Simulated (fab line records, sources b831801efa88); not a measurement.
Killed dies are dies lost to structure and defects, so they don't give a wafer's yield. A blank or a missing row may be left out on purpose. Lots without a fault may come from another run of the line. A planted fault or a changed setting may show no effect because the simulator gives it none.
Chamber matching | flow sky130 | SKY_LI_CONTACT_ETCH_14 on rie_diel-01: 4 sister chambers
The step etches BARC in N2/H2, stops on SiO2, time 45.9 s, target depth 60 nm. 7 wafers are shown with their chamber, then 6 later ones without.

WAFERS WITH THEIR CHAMBER
wafer  | chamber | drypump_motor_current_A (A) | rf_fwd_power_W (W)
L484.1 | 0       | 5.7                         | 495.8
L484.6 | 1       | 5.3                         | 492.5
L492.3 | 3       | 5.3                         | 495.6
L492.5 | 2       | 6.0                         | 496.6
L498.1 | 1       | 5.4                         | 492.0
L498.3 | 3       | 5.4                         | 498.9
L498.5 | 2       | 6.0                         | 495.1

WAFERS WITHOUT THEIR CHAMBER
wafer  | drypump_motor_current_A (A) | rf_fwd_power_W (W)
L499.2 | 5.2                         | 495.0
L499.5 | 5.3                         | 492.3
L499.6 | 6.0                         | 495.5
L501.2 | 6.0                         | 497.0
L501.4 | 5.3                         | 494.9
L501.5 | 6.0                         | 494.1

WHICH CHAMBER EACH WENT THROUGH
wafer  | from the rows above     | in truth
L499.2 | can't be placed: 3 or 1 | 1
L499.5 | 1                       | 1
L499.6 | 2                       | 2
L501.2 | 2                       | 2
L501.4 | can't be placed: 3 or 1 | 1
L501.5 | 2                       | 2
Placed correctly: 4 of 6. Can't be placed from these rows: 2 (the true chamber is among the candidates in 2). Placed wrongly: 0.
How it was worked out, from the rows above alone: a wafer's distance from a chamber is the root of the sum, over the readings, of the square of ((its reading less the chamber's mean) divided by the reading's scatter). The wafer belongs to the nearest chamber; if the next one is less than 2 further off, it can't be placed. A chamber's mean is the mean of its shown wafers. The scatter: the root of (the sum of the squares of (reading less its chamber's mean) over the shown wafers, divided by (wafers less chambers)).
